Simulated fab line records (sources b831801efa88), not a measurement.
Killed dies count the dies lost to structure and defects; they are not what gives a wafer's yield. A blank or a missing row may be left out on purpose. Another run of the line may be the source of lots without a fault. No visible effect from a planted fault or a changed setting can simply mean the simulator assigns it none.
fab line records | flow gf180mcu
[record] lots = 24 wafers = 72 lastDay = 34
route steps=602 shown CONTACT@290 M1@329 V1@361 V2@397 V3@434
lots that met no fault: taken from a fault-free run of the same line
startH: hours from the record's opening day to when the first of the lot's shown wafers began | waitH: time in hours since the lot's previous step | " identical to the entry in the row above | L1.1+2: a row that stands for several wafers | - no value, or no start was given | * or withheld: withheld | < > ~ a bound
route shown NAME@n: NAME is a module with steps in the file, n the number in the route of the first one | usual: mean and standard deviation over wafers with no fault | same: alike in all rows | chamber/n: place in a boat | sites: per-site readings | _std_site: standard deviation across them | _edge_site: outer sites' mean less inner sites' | radiusMm: how far each site lies from the wafer's centre | mask NAME#n: copy n | behind: the last tool/chamber to shape the wafer | hold: why the lot was held/for how many hours/how that ended | device: the transistor (n, p or np) that didn't switch | end of line: the same wafers' tests at the end of the route | for a step that has no rows: nothing shown but its recipe | killed: dies that structure and defects cost at the first sort, which is not the same as the wafer's yield | map: the dies of a wafer, with x for killed, . for not killed, _ for no die there
set.NAME: setting as actually run; set.NAME@STEP: the setting as run at that earlier step | model.NAME: the simulator's own value behind a step, which no gauge read
one table for each step of the route and one row for each wafer, over a sample of lots
services: the hour from which a tool's chamber was out of use, counted from the record's first day as startH (under 0 if before that day), plus the number of hours and why
[[steps]]
[step GF_CONTACT_THK_MEAS_03]
[recipe] reads = SiO2_of_CONTACT_CVD_02
[usual] CONTACT_CVD_02_THK = 857/9.9
// columns lot.wafer tool chamber startH waitH CONTACT_CVD_02_THK[nm]
L074.2 filmMetro-02 - 340.65 0.0 856
L074.5 " - " " 864
L074.6 " - " " 871
L075.1 filmMetro-04 - 350.08 0.0 847
L075.2 " - " " 848
L075.4 " - " " 867
L076.2 filmMetro-01 - 358.22 0.0 852
L076.3 " - " " 863
L076.4 " - " " 863
L077.2 filmMetro-04 - 365.95 0.1 852
L077.3 " - " " 861
L077.6 " - " " 867
L078.3 filmMetro-04 - 378.08 0.1 854
L078.4 " - " " 878
L078.5 " - " " 862
L079.1 filmMetro-02 - 383.08 0.0 855
L079.4 " - " " 871
L079.5 " - " " 862
L080.2 filmMetro-02 - 393.05 0.0 853
L080.3 " - " " 845
L080.4 " - " " 873
L081.3 filmMetro-04 - 403.24 0.1 854
L081.4 " - " " 872
L081.6 " - " " 866
L082.3 filmMetro-02 - 410.76 0.1 836
L082.4 " - " " 855
L082.5 " - " " 860
L083.1 filmMetro-02 - 418.58 0.0 837
L083.2 " - " " 859
L083.6 " - " " 852
L084.1 filmMetro-01 - 433.80 0.0 851
L084.2 " - " " 853
L084.5 " - " " 868
L085.1 filmMetro-04 - 439.30 0.0 862
L085.3 " - " " 852
L085.6 " - " " 862
L086.2 filmMetro-02 - 442.39 0.0 860
L086.4 " - " " 867
L086.6 " - " " 865
L087.1 filmMetro-04 - 449.41 0.0 855
L087.4 " - " " 869
L087.6 " - " " 861
L088.1 filmMetro-01 - 462.55 0.0 846
L088.3 " - " " 841
L088.6 " - " " 861
L089.2 filmMetro-04 - 470.86 0.0 847
L089.4 " - " " 866
L089.5 " - " " 852
L090.2 filmMetro-02 - 486.41 0.0 854
L090.3 " - " " 853
L090.6 " - " " 865
L091.1 filmMetro-02 - 502.66 0.0 850
L091.4 " - " " 861
L091.5 " - " " 865
L092.1 filmMetro-02 - 517.30 0.0 837
L092.4 " - " " 865
L092.6 " - " " 852
L094.1 filmMetro-04 - 520.89 0.1 837
L094.2 " - " " 831
L094.5 " - " " 857
L093.1 filmMetro-04 - 521.82 0.1 839
L093.2 " - " " 848
L093.3 " - " " 860
L095.3 filmMetro-01 - 525.36 0.1 847
L095.5 " - " " 862
L095.6 " - " " 871
L096.2 filmMetro-04 - 538.96 0.0 847
L096.3 " - " " 855
L096.6 " - " " 855
L097.2 filmMetro-04 - 542.01 0.0 861
L097.3 " - " " 863
L097.6 " - " " 867
[step GF_M1_CD_MEAS_14]
[recipe] targetCdNm = 230
[usual] cdNm = 229.9/1.2
// columns lot.wafer tool chamber startH waitH cdNm
L074.2 cdSem-02 - 387.63 0.1 231.3
L074.5 " - " " 231.5
L074.6 " - " " 230.5
L075.1 cdSem-02 - 397.61 0.1 230.6
L075.2 " - " " 230.0
L075.4 " - " " 229.9
L076.2 cdSem-01 - 406.07 0.1 232.3
L076.3 " - " " 231.4
L076.4 " - " " 230.0
L077.2 cdSem-02 - 413.67 0.1 229.4
L077.3 " - " " 229.9
L077.6 " - " " 229.2
L078.3 cdSem-01 - 427.30 0.1 228.9
L078.4 " - " " 230.7
L078.5 " - " " 230.8
L079.1 cdSem-02 - 432.30 0.1 231.2
L079.4 " - " " 230.3
L079.5 " - " " 231.2
L080.2 cdSem-02 - 442.01 0.1 229.6
L080.3 " - " " 229.7
L080.4 " - " " 231.3
L081.3 cdSem-01 - 454.83 0.1 227.9
L081.4 " - " " 228.5
L081.6 " - " " 228.4
L082.3 cdSem-02 - 461.30 0.1 227.9
L082.4 " - " " 227.4
L082.5 " - " " 228.7
L083.1 cdSem-02 - 469.36 0.1 232.0
L083.2 " - " " 231.9
L083.6 " - " " 231.9
L084.1 cdSem-01 - 485.28 0.2 231.0
L084.2 " - " " 231.7
L084.5 " - " " 231.7
L085.1 cdSem-01 - 490.04 0.1 229.8
L085.3 " - " " 227.7
L085.6 " - " " 227.4
L086.2 cdSem-01 - 493.03 0.1 228.7
L086.4 " - " " 227.9
L086.6 " - " " 228.7
L087.1 cdSem-01 - 499.31 0.1 229.3
L087.4 " - " " 230.9
L087.6 " - " " 229.4
L088.1 cdSem-01 - 512.66 0.1 230.5
L088.3 " - " " 230.1
L088.6 " - " " 229.6
L089.2 cdSem-01 - 520.13 0.1 229.9
L089.4 " - " " 229.5
L089.5 " - " " 230.3
L090.2 cdSem-02 - 535.76 0.1 229.0
L090.3 " - " " 228.2
L090.6 " - " " 228.7
L091.1 cdSem-02 - 551.64 0.1 231.4
L091.4 " - " " 231.0
L091.5 " - " " 230.7
L092.1 cdSem-01 - 564.71 0.1 229.3
L092.4 " - " " 229.2
L092.6 " - " " 229.6
L094.1 cdSem-01 - 568.49 0.1 228.0
L094.2 " - " " 228.9
L094.5 " - " " 227.9
L093.1 cdSem-02 - 568.84 0.1 229.3
L093.2 " - " " 230.0
L093.3 " - " " 230.7
L095.3 cdSem-01 - 571.80 0.1 229.1
L095.5 " - " " 231.6
L095.6 " - " " 230.8
L096.2 cdSem-01 - 585.96 0.1 230.6
L096.3 " - " " 229.6
L096.6 " - " " 230.2
L097.2 cdSem-02 - 589.16 0.1 231.0
L097.3 " - " " 229.8
L097.6 " - " " 231.0
[step GF_V1_CMP_26]
[recipe] stopOn = SiO2 downForcePsi = 3.5 platenRpm = 60 tOverpolishS = 15 targetThkNm = 0 padVelocityMS = 0.94248
[usual] motorCurrentA = 11.1/0.98 overpolishRunS = 15.001/0.0088 retainingRingPressureFrac = 1.001/0.0049 timeToEndpointS = 85/3.2
[same] tOverpolishS = 15
// columns lot.wafer tool chamber startH waitH motorCurrentA overpolishRunS retainingRingPressureFrac timeToEndpointS
L074.2 cmp-01 1 413.77 0.0 11.0 14.982 1.002 85
L074.5 " 1 " " 10.9 14.994 0.992 80
L074.6 " 2 " " 12.2 14.989 1.009 85
L075.2 cmp-02 0 424.28 0.0 13.2 15.011 1.003 85
L075.4 " 2 " " 10.2 14.995 1.007 84
L075.1 " 3 " " 11.2 14.995 0.997 82
L076.4 cmp-01 2 432.60 0.0 12.6 15.005 1.000 84
L076.3 " 0 " " 10.6 14.981 0.994 91
L076.2 " 1 " " 10.6 15.008 1.000 87
L077.3 cmp-02 2 440.68 0.0 9.8 14.997 0.995 80
L077.2 " 0 " " 12.8 15.007 1.006 87
L077.6 " 3 " " 11.0 15.008 1.001 82
L078.4 cmp-02 1 455.09 0.3 10.7 15.002 0.997 87
L078.3 " 0 " " 12.7 14.979 1.003 88
L078.5 " 2 " " 10.3 15.016 1.000 88
L079.1 cmp-02 2 459.55 0.1 10.2 14.996 1.002 84
L079.4 " 0 " " 13.3 15.006 0.998 84
L079.5 " 1 " " 10.3 14.992 0.993 81
L080.3 cmp-01 1 469.60 0.0 11.3 14.991 0.996 87
L080.2 " 2 " " 12.7 15.002 1.003 84
L080.4 " 3 " " 10.1 15.005 1.000 89
L081.3 cmp-01 3 481.70 0.0 10.4 15.009 0.998 90
L081.4 " 2 " " 12.4 14.990 0.991 83
L081.6 " 3 " " 10.6 15.001 1.002 88
L082.3 cmp-01 2 488.62 0.1 12.4 14.996 1.003 82
L082.4 " 3 " " 10.8 15.013 1.002 89
L082.5 " 0 " " 10.3 15.006 1.000 84
L083.1 cmp-01 0 496.37 0.1 9.9 15.010 1.005 84
L083.2 " 1 " " 11.4 15.001 0.998 86
L083.6 " 3 " " 10.6 14.992 1.003 90
L084.1 cmp-01 2 511.66 0.1 11.9 15.012 0.998 81
L084.2 " 3 " " 10.6 15.011 0.998 84
L084.5 " 1 " " 11.0 15.016 1.004 81
L085.3 cmp-02 3 516.83 0.1 11.2 14.999 0.998 83
L085.1 " 1 " " 10.2 15.007 1.005 83
L085.6 " 3 " " 11.7 14.989 0.991 77
L086.2 cmp-02 3 519.12 0.1 11.1 14.989 0.997 85
L086.4 " 1 " " 10.4 15.002 0.999 83
L086.6 " 2 " " 10.5 14.988 1.007 87
L087.1 cmp-01 1 525.47 0.1 10.8 15.011 1.002 85
L087.4 " 0 " " 10.2 15.002 0.999 82
L087.6 " 1 " " 10.7 15.000 0.991 84
L088.1 cmp-01 2 538.42 0.1 12.0 15.008 1.004 83
L088.3 " 3 " " 10.8 14.986 1.003 84
L088.6 " 0 " " 10.4 15.012 1.003 85
L089.2 cmp-02 3 545.72 0.0 11.7 14.981 1.004 89
L089.4 " 2 " " 10.1 15.004 0.999 86
L089.5 " 3 " " 11.3 15.005 1.004 84
L090.3 cmp-01 1 560.27 0.1 11.0 14.986 1.000 81
L090.2 " 2 " " 12.3 14.993 0.997 78
L090.6 " 0 " " 10.5 14.995 0.994 81
L091.1 cmp-02 2 575.95 0.1 10.0 14.999 0.992 90
L091.4 " 3 " " 11.4 15.013 0.996 87
L091.5 " 3 " " 10.8 15.011 0.993 90
L092.4 cmp-01 0 588.85 0.1 10.3 15.000 0.993 85
L092.1 " 2 " " 12.4 14.996 1.001 86
L092.6 " 0 " " 10.8 14.991 0.988 89
L094.2 cmp-02 0 592.81 0.0 13.4 14.989 1.015 92
L094.1 " 2 " " 10.7 15.011 1.005 89
L094.5 " 1 " " 10.7 14.996 1.003 89
L093.1 cmp-01 0 593.45 0.1 10.5 15.008 1.003 84
L093.2 " 1 " " 10.8 15.014 0.994 84
L093.3 " 3 " " 10.4 15.004 1.005 86
L095.3 cmp-01 2 595.58 0.0 13.0 15.018 0.998 85
L095.5 " 2 " " 11.9 14.993 1.006 85
L095.6 " 3 " " 11.0 15.012 1.002 85
L096.3 cmp-02 1 610.28 0.0 10.9 14.994 1.004 85
L096.2 " 2 " " 10.3 15.011 1.009 84
L096.6 " 2 " " 10.6 14.996 1.009 92
L097.2 cmp-02 3 613.57 0.1 11.3 14.992 1.007 83
L097.3 " 0 " " 13.5 15.017 1.013 86
L097.6 " 3 " " 11.4 14.997 0.997 83
[step GF_V2_OVL_MEAS_15]
[usual] V2_OVL = 0/5.2
// columns lot.wafer tool chamber startH waitH V2_OVL[nm]
L074.2 overlay-01 - 464.69 0.1 -2
L074.5 " - " " -2
L074.6 " - " " -2
L075.1 overlay-01 - 474.53 0.1 -10
L075.2 " - " " -7
L075.4 " - " " -6
L076.2 overlay-01 - 486.42 0.1 -4
L076.3 " - " " 1
L076.4 " - " " 3
L077.2 overlay-01 - 490.76 0.1 -3
L077.3 " - " " -9
L077.6 " - " " -5
L078.3 overlay-02 - 505.43 0.1 1
L078.4 " - " " 2
L078.5 " - " " 0
L079.1 overlay-02 - 509.86 0.1 1
L079.4 " - " " -2
L079.5 " - " " -1
L080.2 overlay-02 - 519.72 0.1 -3
L080.3 " - " " -5
L080.4 " - " " -6
L081.3 overlay-01 - 531.02 0.1 -1
L081.4 " - " " -4
L081.6 " - " " -6
L082.3 overlay-02 - 536.83 0.1 1
L082.4 " - " " 7
L082.5 " - " " 7
L083.1 overlay-02 - 545.36 0.1 0
L083.2 " - " " -3
L083.6 " - " " -2
L084.1 overlay-01 - 559.63 0.1 -3
L084.2 " - " " -3
L084.5 " - " " -1
L085.1 overlay-01 - 563.63 0.1 -3
L085.3 " - " " -7
L085.6 " - " " -1
L086.2 overlay-01 - 566.62 0.1 -4
L086.4 " - " " -1
L086.6 " - " " 2
L087.1 overlay-02 - 572.66 0.1 2
L087.4 " - " " 2
L087.6 " - " " -6
L088.1 overlay-01 - 585.08 0.1 1
L088.3 " - " " -1
L088.6 " - " " 1
L089.2 overlay-01 - 592.71 0.1 -3
L089.4 " - " " 4
L089.5 " - " " -3
L090.2 overlay-02 - 606.42 0.1 -10
L090.3 " - " " -5
L090.6 " - " " -1
L091.1 overlay-01 - 620.31 0.1 -6
L091.4 " - " " 3
L091.5 " - " " -9
L092.1 overlay-01 - 633.73 0.1 4
L092.4 " - " " 17
L092.6 " - " " 8
L094.1 overlay-02 - 636.51 0.1 9
L094.2 " - " " 5
L094.5 " - " " -1
L093.1 overlay-01 - 637.38 0.1 2
L093.2 " - " " 6
L093.3 " - " " 6
L095.3 overlay-02 - 639.02 0.1 11
L095.5 " - " " 5
L095.6 " - " " 9
L096.2 overlay-01 - 653.71 0.1 -3
L096.3 " - " " 4
L096.6 " - " " -1
L097.2 overlay-01 - 656.81 0.1 2
L097.3 " - " " -4
L097.6 " - " " 3
[step GF_V2_ETCH_17]
[recipe] chemistry = C4F8/O2/Ar maskMaterial = KrF target = SiO2 stopOn = TiN sourceW = 1500 biasW = 1200 pressureMtorr = 40 c4f8FlowSccm = withheld O2_flow_sccm = 6 Ar_flow_sccm = 300 timeS = withheld targetDepthA = 6300
[usual] oesProductAu = 0.856/0.0043 rfFwdPowerW = 1493/4.6
// columns lot.wafer tool chamber startH waitH oesProductAu rfFwdPowerW
L074.2 rieDiel-04 1 - - 0.856 1489
L074.5 " 1 " " 0.858 1488
L074.6 " 0 " " 0.851 1495
L075.1 rieDiel-03 2 - - 0.861 1499
L075.2 " 0 " " 0.852 1491
L075.4 " 1 " " 0.857 1500
L076.2 rieDiel-02 0 - - 0.854 1489
L076.3 " 3 " " 0.853 1491
L076.4 " 3 " " 0.858 1495
L077.2 rieDiel-02 1 - - 0.856 1490
L077.3 " 3 " " 0.854 1490
L077.6 " 3 " " 0.849 1492
L078.3 rieDiel-04 2 - - 0.844 1501
L078.4 " 0 " " 0.850 1490
L078.5 " 1 " " 0.848 1490
L079.1 rieDiel-02 3 - - 0.862 1498
L079.4 " 1 " " 0.847 1502
L079.5 " 0 " " 0.850 1488
L080.2 rieDiel-02 2 - - 0.859 1499
L080.3 " 3 " " 0.859 1490
L080.4 " 0 " " 0.858 1486
L081.3 rieDiel-02 3 - - 0.858 1487
L081.4 " 0 " " 0.861 1488
L081.6 " 0 " " 0.849 1489
L082.3 rieDiel-03 2 - - 0.856 1487
L082.4 " 0 " " 0.861 1494
L082.5 " 3 " " 0.847 1497
L083.1 rieDiel-03 0 - - 0.848 1499
L083.2 " 2 " " 0.858 1490
L083.6 " 1 " " 0.853 1493
L084.1 rieDiel-04 0 - - 0.853 1487
L084.2 " 1 " " 0.858 1490
L084.5 " 3 " " 0.851 1493
L085.1 rieDiel-02 3 - - 0.857 1497
L085.3 " 2 " " 0.851 1497
L085.6 " 1 " " 0.854 1496
L086.2 rieDiel-04 0 - - 0.853 1489
L086.4 " 3 " " 0.853 1489
L086.6 " 3 " " 0.855 1485
L087.1 rieDiel-04 1 - - 0.863 1487
L087.4 " 2 " " 0.851 1499
L087.6 " 0 " " 0.855 1498
L088.1 rieDiel-02 1 - - 0.860 1492
L088.3 " 0 " " 0.859 1491
L088.6 " 0 " " 0.852 1493
L089.2 rieDiel-02 0 - - 0.856 1489
L089.4 " 2 " " 0.864 1493
L089.5 " 3 " " 0.856 1494
L090.2 rieDiel-03 2 - - 0.857 1493
L090.3 " 3 " " 0.860 1499
L090.6 " 3 " " 0.859 1496
L091.1 rieDiel-03 1 - - 0.861 1498
L091.4 " 0 " " 0.860 1502
L091.5 " 2 " " 0.857 1485
L092.1 rieDiel-02 1 - - 0.857 1492
L092.4 " 0 " " 0.850 1488
L092.6 " 3 " " 0.854 1496
L094.1 rieDiel-02 3 - - 0.861 1496
L094.2 " 0 " " 0.853 1493
L094.5 " 2 " " 0.855 1494
L093.1 rieDiel-03 2 - - 0.854 1490
L093.2 " 3 " " 0.858 1491
L093.3 " 0 " " 0.860 1494
L095.3 rieDiel-02 3 - - 0.855 1498
L095.5 " 3 " " 0.857 1503
L095.6 " 2 " " 0.860 1500
L096.2 rieDiel-02 3 - - 0.855 1496
L096.3 " 0 " " 0.858 1488
L096.6 " 2 " " 0.861 1494
L097.2 rieDiel-03 3 - - 0.861 1496
L097.3 " 1 " " 0.852 1493
L097.6 " 2 " " 0.852 1487
[step GF_V3_BOW_MEAS_05]
[recipe] mode = bow
[usual] V3_BOW = 116/8.5
// columns lot.wafer tool chamber startH waitH V3_BOW[um]
L074.2 filmMetro-01 - 491.91 0.2 114
L074.5 " - " " 126
L074.6 " - " " 110
L075.1 filmMetro-01 - 501.68 0.1 102
L075.2 " - " " 96
L075.4 " - " " 122
L076.2 filmMetro-03 - 513.37 0.2 120
L076.3 " - " " 120
L076.4 " - " " 125
L077.2 filmMetro-01 - 517.80 0.1 108
L077.3 " - " " 119
L077.6 " - " " 122
L078.3 filmMetro-03 - 531.96 0.2 112
L078.4 " - " " 120
L078.5 " - " " 119
L079.1 filmMetro-01 - 536.10 0.1 111
L079.4 " - " " 101
L079.5 " - " " 109
L080.2 filmMetro-03 - 545.49 0.2 118
L080.3 " - " " 129
L080.4 " - " " 118
L081.3 filmMetro-04 - 557.30 0.3 101
L081.4 " - " " 113
L081.6 " - " " 106
L082.3 filmMetro-03 - 562.54 0.1 126
L082.4 " - " " 133
L082.5 " - " " 114
L083.1 filmMetro-01 - 570.50 0.1 113
L083.2 " - " " 104
L083.6 " - " " 98
L084.1 filmMetro-04 - 584.90 0.2 101
L084.2 " - " " 109
L084.5 " - " " 103
L085.1 filmMetro-01 - 588.62 0.1 114
L085.3 " - " " 112
L085.6 " - " " 110
L086.2 filmMetro-01 - 591.50 0.2 106
L086.4 " - " " 118
L086.6 " - " " 128
L087.1 filmMetro-04 - 597.11 0.2 107
L087.4 " - " " 123
L087.6 " - " " 120
L088.1 filmMetro-03 - 610.15 0.2 121
L088.3 " - " " 120
L088.6 " - " " 109
L089.2 filmMetro-03 - 617.43 0.2 117
L089.4 " - " " 107
L089.5 " - " " 116
L090.2 filmMetro-03 - 630.22 0.2 114
L090.3 " - " " 123
L090.6 " - " " 111
L091.1 filmMetro-04 - 643.09 0.1 125
L091.4 " - " " 107
L091.5 " - " " 125
L092.1 filmMetro-03 - 656.54 0.1 133
L092.4 " - " " 110
L092.6 " - " " 116
L094.1 filmMetro-01 - 659.71 0.2 121
L094.2 " - " " 120
L094.5 " - " " 120
L093.1 filmMetro-03 - 660.40 0.2 135
L093.2 " - " " 136
L093.3 " - " " 124
L095.3 filmMetro-04 - 662.18 0.2 128
L095.5 " - " " 113
L095.6 " - " " 133
L096.2 filmMetro-03 - 676.14 0.1 119
L096.3 " - " " 116
L096.6 " - " " 123
L097.2 filmMetro-03 - 679.84 0.1 111
L097.3 " - " " 104
L097.6 " - " " 101
[[services]]
// columns tool chamber startH hours kind
rieDiel-03 - 391.53 0.3 repair
cmp-01 - 392.47 5.3 repair
rieDiel-03 0 398.74 19.3 repair
cmp-02 - 404.00 4.0 pm
rieDiel-02 3 405.51 5.6 repair
rieDiel-02 3 431.74 3.5 repair
cmp-01 - 450.42 14.0 pm
rieDiel-04 1 452.52 2.9 repair
cmp-02 - 452.99 1.3 repair
cmp-02 - 471.15 5.4 repair
rieDiel-04 1 472.86 20.6 repair
cmp-01 - 478.21 1.1 repair
rieDiel-04 3 484.54 3.9 repair
cmp-02 - 485.03 7.7 pm
cmp-01 - 507.49 2.0 repair
rieDiel-03 3 518.75 5.8 repair
rieDiel-03 1 536.10 2.1 repair
rieDiel-04 0 543.60 2.6 repair
cmp-01 - 572.00 4.0 pm
rieDiel-02 3 584.32 6.2 repair
rieDiel-03 - 597.70 1.4 repair
cmp-02 - 600.29 1.5 repair
rieDiel-02 - 608.00 14.6 pm
cmp-01 - 656.16 5.9 pm
[[key]]
fault none
